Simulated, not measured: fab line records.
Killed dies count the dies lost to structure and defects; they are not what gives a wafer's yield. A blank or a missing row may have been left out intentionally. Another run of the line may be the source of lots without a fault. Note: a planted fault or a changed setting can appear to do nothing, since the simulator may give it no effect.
What tool caused it? -- flow sky130 -- 13 lots with 39 wafers sampled at 5 steps, on a route of 708 steps

== WHAT EACH GAUGE READ, for each wafer ==
SKY_FIELD_ISO_CD_MEAS_13 targets a cd of 150 nm. Usual: 149.9 nm for cd nm, sd 1.7.
lot,measured,on,cd nm (nm),flag
L781,day 2 16:50,cd sem-02,147.9 148.6 148.0,
L782,day 2 19:50,cd sem-02,150.3 150.1 149.2,
L784,day 3 06:20,cd sem-01,135.6 134.8 135.1,OFF
L790,day 4 14:20,cd sem-01,151.2 150.5 150.2,
L793,day 5 07:17,cd sem-01,150.6 149.6 150.1,
L795,day 5 19:04,cd sem-01,151.4 152.5 150.4,
L796,day 6 00:10,cd sem-01,150.5 151.5 150.2,
L797,day 6 02:26,cd sem-01,150.7 150.4 150.8,
L798,day 6 07:41,cd sem-01,147.9 148.9 148.7,
L799,day 6 13:02,cd sem-01,150.7 150.8 152.0,
L800,day 6 20:10,cd sem-02,149.1 146.1 148.0,
L801,day 6 22:34,cd sem-01,150.3 150.7 151.0,
L802,day 7 06:41,cd sem-02,149.1 149.2 149.5,

SKY_PWDE_TW_MEAS_10. Usual: PWDE_TW gives 377.5 (standard deviation 2.8).
lot,measured,on,PWDE_TW,flag
L781,day 4 11:34,film metro-03,382.5 377.3 380.9,
L782,day 4 12:16,film metro-03,381.6 383.9 383.3,
L784,day 4 23:38,film metro-02,375.5 373.7 372.4,
L790,day 6 15:16,film metro-03,377.7 378.6 378.9,
L793,day 7 05:05,film metro-04,374.3 375.8 378.5,
L795,day 7 17:20,film metro-02,374.1 375.5 372.8,
L796,day 7 22:14,film metro-04,375.2 376.9 376.2,
L797,day 8 03:25,film metro-02,377.9 378.8 379.0,
L798,day 8 07:18,film metro-03,375.9 376.9 378.1,
L799,day 8 13:47,film metro-04,377.8 378.8 378.9,
L800,day 8 18:53,film metro-03,376.8 376.5 377.5,
L801,day 9 00:20,film metro-02,372.2 375.0 372.0,
L802,day 9 09:29,film metro-02,376.5 374.3 374.8,

SKY_VT_ADJUST_HVTP_CD_MEAS_07 targets a cd of 380 nm. Usual: 379.5 nm for cd nm, sd 2.9.
lot,measured,on,cd nm (nm),flag
L781,day 6 18:50,cd sem-02,376.0 378.1 375.7,
L782,day 6 19:47,cd sem-01,387.5 387.8 386.5,
L784,day 7 08:38,cd sem-01,376.8 377.8 376.6,
L790,day 9 06:32,cd sem-01,374.9 374.9 375.8,
L793,day 9 19:50,cd sem-02,381.7 379.7 382.4,
L795,day 10 11:52,cd sem-02,375.6 383.0 381.2,
L796,day 10 16:42,cd sem-02,379.9 380.7 383.4,
L797,day 10 22:32,cd sem-02,375.5 376.7 376.2,
L798,day 11 01:53,cd sem-02,380.0 379.6 379.4,
L799,day 11 09:35,cd sem-01,380.1 378.9 378.5,
L800,day 11 13:30,cd sem-02,378.0 377.3 378.0,
L801,day 11 19:28,cd sem-02,377.1 374.6 376.6,
L802,day 12 11:17,cd sem-02,380.9 382.2 380.4,

== EACH LOT AND THE TOOL THAT RAN IT (in order: tool; ch and the chambers of the sampled wafers; start) ==
lot,SKY_FIELD_ISO_EXPOSE_10,SKY_FIELD_ISO_ETCH_17
L781,"krf scanner-02 ch 0, day 2 09:11","rie si-02 ch 0,1,3, day 2 17:09"
L782,"krf scanner-02 ch 0, day 2 12:35","rie si-01 ch 0,2,3, day 2 20:09"
L784,"krf scanner-01 ch 0, day 2 22:19","rie si-02 ch 1,3, day 3 06:40"
L790,"krf scanner-01 ch 0, day 4 05:32","rie si-01 ch 0,1,3, day 4 14:40"
L793,"krf scanner-02 ch 0, day 4 22:47","rie si-01 ch 1,2,3, day 5 07:36"
L795,"krf scanner-02 ch 0, day 5 10:10","rie si-02 ch 0,1,3, day 5 19:22"
L796,"krf scanner-01 ch 0, day 5 15:32","rie si-02 ch 1,2,3, day 6 00:28"
L797,"krf scanner-01 ch 0, day 5 17:47","rie si-01 ch 1,2, day 6 02:45"
L798,"krf scanner-01 ch 0, day 5 22:28","rie si-02 ch 1,3, day 6 07:57"
L799,"krf scanner-02 ch 0, day 6 03:22","rie si-02 ch 0,2,3, day 6 13:21"
L800,"krf scanner-02 ch 0, day 6 10:37","rie si-02 ch 0,2, day 6 20:28"
L801,"krf scanner-01 ch 0, day 6 13:53","rie si-01 ch 0,1,3, day 6 22:52"
L802,"krf scanner-02 ch 0, day 6 20:34","rie si-01 ch 0,2,3, day 7 07:00"
- SKY_FIELD_ISO_EXPOSE_10: exposes mask FOM, target cd 150 nm.
- SKY_FIELD_ISO_ETCH_17: etches Si in HBr/Cl2/O2, target depth 342 nm, time 97.7 s.

== WHAT THE TOOLS THEMSELVES READ (means of the sampled wafers that have a number; where no wafer has one, the mark that the record gives instead) ==
SKY_FIELD_ISO_ETCH_17. Usual: drypump motor current A 5.7 A, standard deviation 0.41; oes product au 1.003 a.u., standard deviation 0.011; throttle valve pct 25.655 %, standard deviation 0.011.
lot,tool,drypump motor current A (A),oes product au (a.u.),throttle valve pct (%),flag
L781,rie si-02,5.8,0.997,25.656,
L782,rie si-01,5.4,0.988,25.663,
L784,rie si-02,5.8,0.995,25.651,
L790,rie si-01,5.6,0.997,25.662,
L793,rie si-01,5.9,1.000,25.664,
L795,rie si-02,5.8,1.004,25.661,
L796,rie si-02,5.6,1.001,25.652,
L797,rie si-01,5.9,1.007,25.656,
L798,rie si-02,5.8,1.005,25.659,
L799,rie si-02,5.6,1.013,25.650,
L800,rie si-02,5.6,1.005,25.653,
L801,rie si-01,5.7,0.991,25.663,
L802,rie si-01,5.4,1.005,25.652,

== THE ANSWER, worked out from the rows above alone ==
Rule: lot off if the mean of its wafers having a number is beyond 3 standard deviations from the usual mean. Also off: a lot with no number at a reading for which 4 or more lots have one. All remaining lots with rows at the step are treated as sound. The gauges are gone through in route order, then the tools' own readings, and for those a lot's mean is taken as printed above. The first step at which some lot is off is used, and at that step the reading that is off furthest; a lot without a number counts as furthest.
Off: L784, at SKY_FIELD_ISO_CD_MEAS_13 (cd nm).
If a tool, at a process step before that reading, ran all the lots that are off and no sound lot after the first of them, it fits. Those tools and the gauges at SKY_FIELD_ISO_CD_MEAS_13 are tried in the same way. Not one of the candidates tried fits.

== WHAT THE SIMULATOR PUT IN ==
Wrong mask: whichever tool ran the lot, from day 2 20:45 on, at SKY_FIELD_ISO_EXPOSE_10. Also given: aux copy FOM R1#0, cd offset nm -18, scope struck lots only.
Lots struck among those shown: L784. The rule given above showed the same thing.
